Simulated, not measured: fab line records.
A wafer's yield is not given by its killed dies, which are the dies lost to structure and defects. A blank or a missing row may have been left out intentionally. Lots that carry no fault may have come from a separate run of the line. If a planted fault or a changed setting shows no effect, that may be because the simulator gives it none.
Problem report, 8D (eight disciplines) form, completed by code -- flow sky130 -- the parts of the form that need people (team, actions taken, sign-off) are left out

== 1. THE PROBLEM ==
POLY_GATE_CVD_03_THK at SKY_POLY_GATE_THK_MEAS_04 reads a mean of 51.2 nm on 3 wafers of 1 lot; wafers without a fault read 75.5 nm with a standard deviation of 0.78. Relative to the usual mean, that is a shift of -31 standard deviations.
Seen first at day 20 06:12 on filmMetro-02, wafer L519.1. At this step, 30 wafers from 10 lots have a number in the record. Rule for "out", or "out of limits": more than 4 standard deviations from the usual mean. All remaining wafers that have a number are taken as sound.

== 2. WHAT IT IS, AND WHAT IT ISN'T ==
question,is,is not
which readings at this step,POLY_GATE_CVD_03_THK,-
which lots,L519,"L505, L506, L507, L509, L510, L511, L526, L527, L528"
which wafers of those lots,all that have a number,-
read on which gauges,filmMetro-02,filmMetro-03
when,from day 20 06:12,"up to then (18 sound wafers); but 9 sound wafers of L526, L527, L528 came after"

== 3. THE SUSPECTS, EACH WITH WHAT RULES IT OUT ==
Counting: any tool at a process step up to the reading is kept as a suspect provided that every lot that is out went through it and no sound lot did after the first of them.
- the gauge at SKY_POLY_GATE_THK_MEAS_04 is ruled out. All the wafers that are out were read on filmMetro-02, but those of them that SKY_POLY_GATE_ETCH_16 has rows for are out there too, on other tools.
- lpcvd-02 at SKY_POLY_GATE_CVD_03 (deposits Si3N4 from DCS/NH3, target thk 75 nm, time 1290 s): ruled out as a lasting fault. Following L519 (day 20 04:50), the first lot on it that is out, the sound lots L526, L527, L528 were run on it.
Left after counting: nothing in the record.

== 4. THE CAUSE (what the simulator had put in) ==
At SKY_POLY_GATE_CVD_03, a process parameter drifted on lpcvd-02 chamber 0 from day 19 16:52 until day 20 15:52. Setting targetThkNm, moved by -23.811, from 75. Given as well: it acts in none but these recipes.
It was ruled out by counting, in error; the rule expects a fault to strike all lots run on its tool from its start on, and this fault did not.

== 5. SEQUENCE OF EFFECTS, ordered by route ==
Rows list readings where the struck wafers' mean (over those with a number) sits beyond 3 standard deviations from the usual. Scope: only readings with a usual standard deviation given in the record; hours: median across lots of the time from each lot's start at the first step in this table that gives one to its start at this step; sigmas: change in usual standard deviations.
hours,step,reading,usual,on struck wafers,change,sigmas
0,SKY_POLY_GATE_THK_MEAS_04,POLY_GATE_CVD_03_THK,75.5 nm,51.2,-24.3,-31
31,SKY_POLY_GATE_ETCH_16,oesProductAu,0.643 a.u.,0.561,-0.082,-16
217,SKY_POLY_CUT_ETCH_11,oesProductAu,0.830 a.u.,0.684,-0.146,-20
It contains these process steps:
- SKY_POLY_GATE_ETCH_16: etches Si3N4 in CH3F/O2, stops on poly-Si, time 147.5 s, target depth 75 nm.
- SKY_POLY_CUT_ETCH_11: etches Si3N4 in CF4/CH2F2/Ar, stops on poly-Si, time 42.5 s, target depth 60 nm.
Later steps that measure or inspect, where all struck wafers having a row at the step show a number for every such reading and not one has moved that far: SKY_METAL2_CD_MEAS_15.

== 6. WHAT WOULD HAVE CAUGHT IT SOONER ==
13 hours passed between the start of the fault at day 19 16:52 and the first reading out of limits at a measuring or inspecting step in this record, taken at day 20 06:12.
Tool readings at SKY_POLY_GATE_CVD_03 with a usual standard deviation given in the record: none out on any struck wafer, hence no alarm at a limit of 4 standard deviations on them.
